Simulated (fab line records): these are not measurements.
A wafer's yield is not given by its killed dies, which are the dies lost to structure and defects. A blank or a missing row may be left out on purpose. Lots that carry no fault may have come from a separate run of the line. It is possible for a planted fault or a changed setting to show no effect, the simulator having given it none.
Split-lot experiment || flow sfq line || 23 wafers read from 5 lots, route of 325 steps

THE SPLIT
At SFQ_TRILAYER_I0_CMP_CMP_028 (polishes SiO2), the setting leave above ref nm was moved away from the recipe's 200 nm on 5 of the 23 wafers read, by +2.1% to +4.0%. For the rest of the wafers, this setting stayed at what the recipe calls for.

Split to reading: the file shows no intervening step.

THE READING
thk nm, in nm, at SFQ_TRILAYER_I0_METRO_MEASURE_029. Typical for fault-free wafers on this fab line: 199.9 nm, with standard deviation 0.81 nm.

{"wafer": "L074.1", "tool, chamber at the split": "cmp-01, 2", "leave above ref nm as run, nm": 204.2, "against the recipe": "+2.1%", "thk nm, nm": 203.9, "against lot-mates on the recipe": "+3.7"}
{"wafer": "L074.2", "tool, chamber at the split": "cmp-01, 3", "leave above ref nm as run, nm": 200, "against the recipe": "recipe", "thk nm, nm": 200.7, "against lot-mates on the recipe": "-"}
{"wafer": "L074.4", "tool, chamber at the split": "cmp-01, 1", "leave above ref nm as run, nm": 204.2, "against the recipe": "+2.1%", "thk nm, nm": 202.9, "against lot-mates on the recipe": "+2.7"}
{"wafer": "L074.5", "tool, chamber at the split": "cmp-01, 0", "leave above ref nm as run, nm": 200, "against the recipe": "recipe", "thk nm, nm": 199.6, "against lot-mates on the recipe": "-"}
{"wafer": "L074.6", "tool, chamber at the split": "cmp-01, 1", "leave above ref nm as run, nm": 200, "against the recipe": "recipe", "thk nm, nm": 200.4, "against lot-mates on the recipe": "-"}
{"wafer": "L077.4", "tool, chamber at the split": "cmp-01, 1", "leave above ref nm as run, nm": 200, "against the recipe": "recipe", "thk nm, nm": 198.1, "against lot-mates on the recipe": "-"}
{"wafer": "L077.5", "tool, chamber at the split": "cmp-01, 2", "leave above ref nm as run, nm": 200, "against the recipe": "recipe", "thk nm, nm": 198.5, "against lot-mates on the recipe": "-"}
{"wafer": "L077.6", "tool, chamber at the split": "cmp-01, 1", "leave above ref nm as run, nm": 200, "against the recipe": "recipe", "thk nm, nm": 199.5, "against lot-mates on the recipe": "-"}
{"wafer": "L078.1", "tool, chamber at the split": "cmp-02, 2", "leave above ref nm as run, nm": 200, "against the recipe": "recipe", "thk nm, nm": 200.2, "against lot-mates on the recipe": "-"}
{"wafer": "L078.2", "tool, chamber at the split": "cmp-02, 0", "leave above ref nm as run, nm": 200, "against the recipe": "recipe", "thk nm, nm": 199.6, "against lot-mates on the recipe": "-"}
{"wafer": "L078.4", "tool, chamber at the split": "cmp-02, 3", "leave above ref nm as run, nm": 200, "against the recipe": "recipe", "thk nm, nm": 201.1, "against lot-mates on the recipe": "-"}
{"wafer": "L078.5", "tool, chamber at the split": "cmp-02, 1", "leave above ref nm as run, nm": 200, "against the recipe": "recipe", "thk nm, nm": 200.7, "against lot-mates on the recipe": "-"}
{"wafer": "L078.6", "tool, chamber at the split": "cmp-02, 2", "leave above ref nm as run, nm": 200, "against the recipe": "recipe", "thk nm, nm": 200.3, "against lot-mates on the recipe": "-"}
{"wafer": "L080.1", "tool, chamber at the split": "cmp-02, 0", "leave above ref nm as run, nm": 200, "against the recipe": "recipe", "thk nm, nm": 198.8, "against lot-mates on the recipe": "-"}
{"wafer": "L080.3", "tool, chamber at the split": "cmp-02, 2", "leave above ref nm as run, nm": 200, "against the recipe": "recipe", "thk nm, nm": 199.9, "against lot-mates on the recipe": "-"}
{"wafer": "L080.4", "tool, chamber at the split": "cmp-02, 3,2", "leave above ref nm as run, nm": 200, "against the recipe": "recipe", "thk nm, nm": 199.2, "against lot-mates on the recipe": "-"}
{"wafer": "L080.5", "tool, chamber at the split": "cmp-02, 3", "leave above ref nm as run, nm": 200, "against the recipe": "recipe", "thk nm, nm": 198.3, "against lot-mates on the recipe": "-"}
{"wafer": "L080.6", "tool, chamber at the split": "cmp-02, 3,2", "leave above ref nm as run, nm": 200, "against the recipe": "recipe", "thk nm, nm": 199.0, "against lot-mates on the recipe": "-"}
{"wafer": "L084.1", "tool, chamber at the split": "cmp-02, 0", "leave above ref nm as run, nm": 207.9, "against the recipe": "+4.0%", "thk nm, nm": 209.2, "against lot-mates on the recipe": "+8.8"}
{"wafer": "L084.2", "tool, chamber at the split": "cmp-02, 1", "leave above ref nm as run, nm": 200, "against the recipe": "recipe", "thk nm, nm": 200.1, "against lot-mates on the recipe": "-"}
{"wafer": "L084.3", "tool, chamber at the split": "cmp-02, 2", "leave above ref nm as run, nm": 207.9, "against the recipe": "+4.0%", "thk nm, nm": 208.3, "against lot-mates on the recipe": "+7.9"}
{"wafer": "L084.5", "tool, chamber at the split": "cmp-02, 0", "leave above ref nm as run, nm": 207.9, "against the recipe": "+4.0%", "thk nm, nm": 208.3, "against lot-mates on the recipe": "+7.9"}
{"wafer": "L084.6", "tool, chamber at the split": "cmp-02, 3", "leave above ref nm as run, nm": 200, "against the recipe": "recipe", "thk nm, nm": 200.7, "against lot-mates on the recipe": "-"}
The file does not say which wafer passed through which chamber wherever a row lists several chambers: such a row stands for several wafers.

FIT RESULTS
A straight line over all 23 wafers: thk nm changes by +2.19 nm for each +1% of leave above ref nm; r = +0.96; the points scatter about the line by 0.89 nm.
The same after taking each lot's own level away (the mean of its wafers on the recipe; 23 wafers): +2 nm for each +1%; r = +0.98; scatter 0.61 nm.
On that fit, the largest move of leave above ref nm shifts the reading by 7.9 nm.
The lots' own levels span 198.70 to 200.40 nm, that is 2.1 times the standard deviation above.
So the lot-to-lot level changes the slope little: the two slopes agree.
Check: +7.48 nm against its lot-mates is what the line predicts for one of the wafers moved furthest among these (+4.0%) when that wafer is left out of the fit. It came out at +8.8 nm against them.

ADDITIONAL SPLITS CARRIED BY THESE WAFERS
Note: prior to the reading, these wafers also went through further splits. Each is held against what the fit with the lots' levels taken away leaves over:
{"other split on the same wafers": "SFQ_TRILAYER_L0_LITHO_COAT_005 spin rpm", "wafers away from the commonest value": 8, "r with thk nm (lot level and that fit taken away)": -0.17}
{"other split on the same wafers": "SFQ_TRILAYER_L0_LITHO_PEB_008 peb temp c", "wafers away from the commonest value": 4, "r with thk nm (lot level and that fit taken away)": "+0.20"}
{"other split on the same wafers": "SFQ_TRILAYER_L0_VIA_LITHO_COAT_013 spin rpm", "wafers away from the commonest value": 6, "r with thk nm (lot level and that fit taken away)": -0.13}
{"other split on the same wafers": "SFQ_TRILAYER_M0_DEP_SPUTTER_019 time s", "wafers away from the commonest value": 10, "r with thk nm (lot level and that fit taken away)": -0.08}
{"other split on the same wafers": "SFQ_TRILAYER_M0_LITHO_COAT_021 spin rpm", "wafers away from the commonest value": 11, "r with thk nm (lot level and that fit taken away)": -0.03}
{"other split on the same wafers": "SFQ_TRILAYER_M0_ETCH_METAL_ETCH_024 time s", "wafers away from the commonest value": 10, "r with thk nm (lot level and that fit taken away)": "+0.23"}

THE WHOLE CHAIN: every reading that the file lists as answering this split, in the file's order
{"step": "SFQ_TRILAYER_I0_CMP_CMP_028", "what it does": "polishes SiO2", "reading": "SiO2_of_TRILAYER_I0_DEP_PECVD_027.thk nm (the simulator's own value, which no gauge read)", "change (the file's fit)": "+1.96 nm for each +1% of the setting", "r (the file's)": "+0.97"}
{"step": "SFQ_TRILAYER_I0_METRO_MEASURE_029", "what it does": "", "reading": "thk nm", "change (the file's fit)": "+1.95 nm for each +1% of the setting", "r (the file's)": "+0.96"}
{"step": "SFQ_TRILAYER_I0_VIA_ETCH_VIA_ETCH_034", "what it does": "etches SiO2 in CHF3, stops on Nb, target depth 260 nm", "reading": "I0.feature depth nm (the simulator's own value, which no gauge read)", "change (the file's fit)": "+1.96 nm for each +1% of the setting", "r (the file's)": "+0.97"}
{"step": "SFQ_TRILAYER_I0_VIA_ETCH_VIA_ETCH_034", "what it does": "etches SiO2 in CHF3, stops on Nb, target depth 260 nm", "reading": "etch.depth nm (the simulator's own value, which no gauge read)", "change (the file's fit)": "+2.14 nm for each +1% of the setting", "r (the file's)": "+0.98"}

THE FILE'S OWN FIT
thk nm changes by +1.95 nm for each +1% of leave above ref nm, r = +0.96.
